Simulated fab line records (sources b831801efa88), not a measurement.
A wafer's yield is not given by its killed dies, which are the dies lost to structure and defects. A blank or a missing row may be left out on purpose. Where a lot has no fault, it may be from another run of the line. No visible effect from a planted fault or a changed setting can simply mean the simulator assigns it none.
Problem report, 8D (eight disciplines) form, completed by code ; flow sky130 ; the parts of the form that need people (team, actions taken, sign-off) are left out

## 1. WHAT WENT WRONG
Mean LDD_N_TW at SKY_LDD_N_TW_MEAS_17: 2825 over 9 wafers in 3 lots; fault-free wafers: 2580, standard deviation 17. That is +14 standard deviations from the usual mean.
Earliest sighting: wafer L305.2 on film-metro-03 at day 19 23:43. Wafers with a number at this step in the record: 30, from 10 lots. By rule, "out" or "out of limits" means more than 4 standard deviations away from the usual mean. All remaining wafers that have a number are taken as sound.

## 2. WHAT IT IS; WHAT IT IS NOT
question;is;is not
which readings at this step;LDD_N_TW;-
which lots;L305, L306, L307;L300, L301, L314, L315, L319, L322, L323
which wafers of those lots;all that have a number;-
read on which gauges;film-metro-01, film-metro-03, film-metro-04;-
when;from day 19 23:43;"up to then (6 sound wafers); but 15 sound wafers of L314, L315, L319, L322, L323 came after"

## 3. WHAT RULES OUT EACH SUSPECT
Counting: a tool at a process step up to the reading stays a suspect if it ran every lot that is out and no sound lot after the first of them.
- ruled out: the gauge at SKY_LDD_N_TW_MEAS_17. The wafers that are out were read on 3 gauges (film-metro-01, film-metro-03, film-metro-04).
- implanter-02 at SKY_LDD_N_IMPLANT_11: ruled out as a lasting fault. Following L305 (day 19 22:52), the first lot on it that is out, the sound lots L314, L322 were run on it.
Left after counting: nothing in the record.

## 4. THE CAUSE (what the simulator had put in)
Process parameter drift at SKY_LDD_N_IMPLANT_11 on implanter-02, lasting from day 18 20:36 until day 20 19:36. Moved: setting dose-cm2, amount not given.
It was ruled out by counting, in error; the rule expects a fault to strike all lots run on its tool from its start on, and this fault did not.

## 5. SEQUENCE OF EFFECTS, ordered by route
One row per reading whose mean, taken over the struck wafers that have a number, lies over 3 standard deviations from the usual. Only readings whose record carries a usual standard deviation are examined. hours: median over the lots of the time between each lot's start at the first step of this table that gives one and its start at this step. sigmas: the change, counted in usual standard deviations.
hours;step;reading;usual;on struck wafers;change;sigmas
0;SKY_LDD_N_IMPLANT_11;beam-on-s;9.99 s;33.90;+23.91;+99 or more
0;SKY_LDD_N_IMPLANT_11;dose-ions-cm2;7.5e+13;3.0e+14;+2.3e+14;+99 or more
0;SKY_LDD_N_IMPLANT_11;faraday-current-uA;423;505;+82;+10
1;SKY_LDD_N_STRIP_16;strip-time-to-endpoint-s;4.316 s;4.898;+0.582;+32
1;SKY_LDD_N_TW_MEAS_17;LDD_N_TW;2580;2825;+245;+14
Here are the process steps it includes:
- SKY_LDD_N_IMPLANT_11
- SKY_LDD_N_STRIP_16: strips in O2/N2.

## 6. WHAT WOULD HAVE CAUGHT IT SOONER
The first out-of-limits reading at a measuring or inspecting step in this record came at day 19 23:43, 27 hours after the fault's start at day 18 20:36.
At SKY_LDD_N_IMPLANT_11, the tool's own readings (beam-on-s, dose-ions-cm2, faraday-current-uA) were out on each struck wafer the step has a row for, so an alarm limit on them would have fired on the first such wafer.
